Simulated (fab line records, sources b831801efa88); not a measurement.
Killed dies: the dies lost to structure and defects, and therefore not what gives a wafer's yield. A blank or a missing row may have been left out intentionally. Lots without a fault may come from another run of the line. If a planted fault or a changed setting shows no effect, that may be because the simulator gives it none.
Struck lot and sound lot, side by side :: flow gf180mcu :: 28 out of 602 route steps
Sound: these wafers, L128.2, L128.3, L128.5. Wafers L123.2, L123.3, L123.4 were the ones struck. The cause is given at the end.
Each step with rows lists, per side, the tool, then ch with its chambers, then its first start. Under that, the readings that differ: sound wafers :: struck wafers :: difference of the means :: sigmas: that difference in standard deviations of wafers without a fault.
alike: readings whose means differ by less than 2 such deviations, and words and numbers that are the same on both sides. not compared: withheld readings, readings that some wafer has no value for, bounds like >300 that may hide the same value, and numbers for which the record gives no deviation and whose values overlap.
Wherever a step has rows on one side only, a row that says differs or no value, or a row with sigmas, the two part there. Numbers that don't overlap but have no deviation are shown without sigmas and don't part them. A reading that every wafer of one side lacks parts them only if that side has two wafers or more.

GF_CONTACT_ETCH_16: etches BARC in N2/H2.
  sound on rie_diel-04 ch 0,3, day 23 03:20; struck on rie_diel-03 ch 0,1,3, day 21 09:13
  alike: drypump_motor_current_A, n2_flow_sccm, oes_product_au, rf_fwd_power_W, throttle_valve_pct
then, 5 steps without rows for these wafers: GF_CONTACT_ETCH_17 (etches SiO2 in C4F8/O2/Ar, stops on CoSi2, target depth 860 nm); GF_CONTACT_STRIP_18 (strips in O2/N2); GF_CONTACT_CLEAN_19 (cleans in SPM); GF_CONTACT_CLEAN_20 (cleans in DIW); GF_CONTACT_CLEAN_21 (cleans in dHF, time 20 s).
GF_CONTACT_SPUTTER_22: material Ti, target thk 15 nm, time 80.02 s.
  sound on pvd_sputter-02 at day 23 03:47; struck on pvd_sputter-02 at day 21 09:40
  alike: cathode_dc_power_W, chamber_pressure_pa, throttle_valve_pct
then, 2 steps without rows for these wafers: GF_CONTACT_SPUTTER_23 (material TiN, target thk 10 nm, time 40 s); GF_CONTACT_CVD_24 (deposits W, target thk 300 nm, time 90.339 s).
GF_CONTACT_RS_MEAS_25: the measuring method here is four-point-probe.
  sound on film_metro-03 at day 23 04:10; struck on film_metro-01 at day 21 09:53
  alike: CONTACT_W_RS
GF_CONTACT_THK_MEAS_26: measures by xrf.
  sound on film_metro-03 at day 23 04:17; struck on film_metro-01 at day 21 10:00
  alike: CONTACT_W_THK
then, 1 step without rows for these wafers: GF_CONTACT_CMP_27 (polishes, stops on SiO2, t overpolish 15 s, target thk 0 nm).
GF_M1_SPUTTER_00: material Ti, target thk 37.5 nm, time 150 s.
  sound on pvd_sputter-04 at day 23 04:38; struck on pvd_sputter-04 at day 21 10:21
  no value came back on the struck wafers for cathode_dc_power_W (W), chamber_pressure_pa (Pa), throttle_valve_pct (%); on the sound wafers cathode_dc_power_W (W) reads 4001.0 4000.2 3999.6
GF_M1_SPUTTER_01: material TiN, target thk 30 nm, time 25 s.
  sound on pvd_sputter-04 at day 23 04:44; struck on pvd_sputter-04 at day 21 10:27
  alike: cathode_dc_power_W, chamber_pressure_pa, throttle_valve_pct
then, 2 steps without rows for these wafers: GF_M1_SPUTTER_02 (material AlCu, target thk 450 nm, time 23.9 s); GF_M1_SPUTTER_03 (material Ti, target thk 10 nm, time 6.7 s).
GF_M1_SPUTTER_04: material TiN, target thk 50 nm, time 41.7 s.
  sound on pvd_sputter-04 at day 23 04:49; struck on pvd_sputter-04 at day 21 10:32
  alike: cathode_dc_power_W, chamber_pressure_pa, throttle_valve_pct
then, 7 steps without rows for these wafers: GF_M1_DEHYDRATE_07 (time 60 s); GF_M1_HMDS_08 (prime time 60 s); GF_M1_COAT_09 (resist thk 1000 nm); GF_M1_SOFTBAKE_10 (time 60 s); GF_M1_EXPOSE_11 (exposes mask Metal1, target cd 230 nm); GF_M1_PEB_12 (peb time 88.22 s); GF_M1_DEVELOP_13 (develop time 60 s).
GF_M1_CD_MEAS_14 targets a cd of 230 nm.
  sound on cd_sem-01 at day 24 03:13; struck on cd_sem-01 at day 22 10:03
  alike: cd_nm
GF_M1_OVL_MEAS_15:
  sound on overlay-01 at day 24 03:20; struck on overlay-01 at day 22 10:10
  alike: M1_OVL
GF_M1_METAL_ETCH_16: etches the open film in Cl2/BCl3, stops on SiO2, target depth 627.5 nm, time 104.6 s.
  sound on rie_metal-01 ch 0,1, day 24 03:22; struck on rie_metal-04 ch 0,1, day 22 10:11
reading: oes_product_au (a.u.)
sound: 0.967 0.962 0.980
struck: 0.996 0.996 0.996
difference: +0.026
sigmas: +4

reading: throttle_valve_pct (%)
sound: 28.255 28.248 28.250
struck: 28.217 28.217 28.212
difference: -0.036
sigmas: -4
  alike: drypump_motor_current_A, rf_fwd_power_W
  not compared: rf_hours_counter_h
GF_M1_STRIP_17: strips in O2/N2.
  sound on plasma_asher-02 ch 1, day 24 03:28; struck on plasma_asher-01 ch 0,1, day 22 10:18
  alike: drypump_motor_current_A, heater_power_w, n2_flow_sccm, oes_product_au, strip_time_to_endpoint_s
  not compared: rf_hours_counter_h

## WHERE THEY PART
Last at GF_M1_METAL_ETCH_16 as far as this record goes, first at GF_M1_SPUTTER_00. Later steps at which nothing parts them and some readings are alike: GF_M1_STRIP_17.

WHY: what the simulator had put in
Skipped step whole: pvd_sputter-04, from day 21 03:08 on, at GF_M1_SPUTTER_00. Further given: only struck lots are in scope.
